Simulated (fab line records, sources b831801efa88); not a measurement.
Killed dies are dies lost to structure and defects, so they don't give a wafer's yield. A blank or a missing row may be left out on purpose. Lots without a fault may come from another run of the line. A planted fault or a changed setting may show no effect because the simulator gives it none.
Chamber matching | flow gf180mcu | GF_V3_CVD_00 on hdpcvd-02: 3 sister chambers
The step deposits SiO2, target thk 600 nm, time 100 s. 3 wafers are shown with their chamber, then 9 later ones without.

WAFERS WITH THEIR CHAMBER
wafer  | chamber | sih4_flow_sccm (sccm)
L848.4 | 0       | 59.62
L850.4 | 1       | 60.13
L852.4 | 2       | 60.18

WAFERS WITHOUT THEIR CHAMBER
wafer  | sih4_flow_sccm (sccm)
L860.1 | 59.94
L860.2 | 59.93
L860.6 | 60.11
L862.1 | 59.84
L862.4 | 59.79
L862.6 | 60.03
L864.1 | 59.90
L864.4 | 59.97
L864.5 | 60.05

WHICH CHAMBER EACH WENT THROUGH
wafer  | from the rows above          | in truth
L860.1 | can't be placed: 1 or 2 or 0 | 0
L860.2 | can't be placed: 1 or 2 or 0 | 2
L860.6 | can't be placed: 1 or 2      | 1
L862.1 | can't be placed: 0 or 1 or 2 | 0
L862.4 | can't be placed: 0 or 1 or 2 | 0
L862.6 | can't be placed: 1 or 2 or 0 | 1
L864.1 | can't be placed: 1 or 0 or 2 | 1
L864.4 | can't be placed: 1 or 2 or 0 | 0
L864.5 | can't be placed: 1 or 2      | 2
Placed correctly: 0 of 9. Can't be placed from these rows: 9 (the true chamber is among the candidates in 9). Placed wrongly: 0.
How it was worked out, from the rows above alone: a wafer's distance from a chamber is the root of the sum, over the readings, of the square of ((its reading less the chamber's mean) divided by the reading's scatter). The wafer belongs to the nearest chamber; if the next one is less than 2 further off, it can't be placed. A chamber's mean is the mean of its shown wafers. The scatter: with one shown wafer a chamber, the root of the mean of the squares of how far each hidden wafer lies from its nearest shown one.
